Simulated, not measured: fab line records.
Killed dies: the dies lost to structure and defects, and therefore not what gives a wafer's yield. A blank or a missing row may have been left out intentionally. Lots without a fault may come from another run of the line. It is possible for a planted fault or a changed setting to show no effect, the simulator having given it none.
A lot that was struck, set against a sound lot | flow sky130 | 14 out of 708 route steps
Sound: wafers L623.1, L623.3, L623.5. Wafers L628.1, L628.3, L628.6 were the ones struck. The cause comes at the end.
Per side, at each step with rows, come the tool, then ch with its chambers, and then its first start. Under that, the readings that differ: sound wafers | struck wafers | difference of the means | sigmas: that difference in standard deviations of wafers without a fault.
alike: words and numbers the same on both sides, and readings whose means are apart by under 2 such deviations; not compared: readings that were withheld, readings missing a value for some wafer, numbers with overlapping values and no deviation given by the record, and bounds like >300 which may hide the same value.
Wherever a step has rows on one side only, a row that says differs or no value, or a row with sigmas, the two part there. Non-overlapping numbers with no deviation appear without sigmas and do not part them. A reading that every wafer of one side lacks parts them only if that side has two wafers or more.

first, 6 steps without rows for these wafers: SKY_DNWELL_COAT_02 (resist thk 3000 nm); SKY_DNWELL_SOFTBAKE_03; SKY_DNWELL_EXPOSE_04 (exposes mask DNM, target cd 3000 nm); SKY_DNWELL_PEB_05; SKY_DNWELL_DEVELOP_06 (develop time 60 s); SKY_DNWELL_IMPLANT_07.
SKY_DNWELL_STRIP_08: strips in O2/N2.
  sound on plasma asher-04 ch 0,1, day 5 16:53; struck on plasma asher-03 ch 1, day 7 01:59
  alike: drypump motor current A, n2 flow sccm, oes product au, strip time to endpoint s
  not compared: rf hours counter h
SKY_DNWELL_TW_MEAS_09:
  sound on film metro-03 at day 5 16:59; struck on film metro-01 at day 7 02:05
  alike: DNWELL_TW
then, 4 steps without rows for these wafers: SKY_PWDE_DEHYDRATE_00 (time 60 s); SKY_PWDE_HMDS_01 (prime time 60 s); SKY_PWDE_COAT_02 (resist thk 3000 nm); SKY_PWDE_SOFTBAKE_03.
SKY_PWDE_EXPOSE_04: exposes mask PWDEM, target cd 840 nm.
  sound on iline stepper-01 ch 0, day 6 02:29; struck on iline stepper-02, day 7 11:31
  no value came back on the struck wafers for exposure dose mJ cm2, focus offset nm (nm), reticle temp C (C); on the sound wafers exposure dose mJ cm2 reads 213.94 213.96 214.06
  alike: mask
next, for these wafers, 1 step has no rows: SKY_PWDE_PEB_05.

## WHERE THEY PART
Within this record, at SKY_PWDE_EXPOSE_04 only.

WHY: what the simulator had put in
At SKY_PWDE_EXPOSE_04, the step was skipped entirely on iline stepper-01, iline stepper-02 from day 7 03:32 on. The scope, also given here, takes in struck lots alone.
